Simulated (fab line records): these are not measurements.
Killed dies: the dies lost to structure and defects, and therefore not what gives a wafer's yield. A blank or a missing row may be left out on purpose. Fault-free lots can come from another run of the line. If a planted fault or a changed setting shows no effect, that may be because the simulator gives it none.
Matching of chambers / flow gf180mcu / GF_V3_CMP_26 on cmp-02 has 4 sister chambers
The step polishes, stops on SiO2, t overpolish 15 s, target thk 0 nm. 4 wafers are shown with their chamber, then 6 later ones without.

EACH WAFER AND ITS CHAMBER
wafer=L768.6; chamber=1; time_to_endpoint_s (s)=73
wafer=L770.3; chamber=2; time_to_endpoint_s (s)=85
wafer=L783.1; chamber=0; time_to_endpoint_s (s)=82
wafer=L783.5; chamber=3; time_to_endpoint_s (s)=84

WAFERS WITHOUT THEIR CHAMBER
wafer=L786.2; time_to_endpoint_s (s)=76
wafer=L786.4; time_to_endpoint_s (s)=80
wafer=L786.5; time_to_endpoint_s (s)=79
wafer=L787.2; time_to_endpoint_s (s)=87
wafer=L787.3; time_to_endpoint_s (s)=85
wafer=L787.6; time_to_endpoint_s (s)=79

WHICH CHAMBER EACH ONE RAN IN
wafer=L786.2; from the rows above=can't be placed: 1 or 0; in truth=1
wafer=L786.4; from the rows above=can't be placed: 0 or 3 or 2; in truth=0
wafer=L786.5; from the rows above=can't be placed: 0 or 3 or 1 or 2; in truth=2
wafer=L787.2; from the rows above=can't be placed: 2 or 3 or 0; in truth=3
wafer=L787.3; from the rows above=can't be placed: 2 or 3 or 0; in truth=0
wafer=L787.6; from the rows above=can't be placed: 0 or 3 or 1 or 2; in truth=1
0 of 6 placed correctly. Not placeable from these rows: 6 (in 6, the candidates include the true chamber). Number placed wrongly: 0.
How it was worked out, from the rows above alone: a wafer's distance from a chamber is the root of the sum, over the readings, of the square of ((its reading less the chamber's mean) divided by the reading's scatter). The wafer belongs to the nearest chamber; if the next one is less than 2 further off, it can't be placed. The mean given for a chamber averages the wafers shown for that chamber. The scatter (one wafer shown for each chamber): square how far every hidden wafer sits from the nearest shown wafer, average those squares and take the square root.
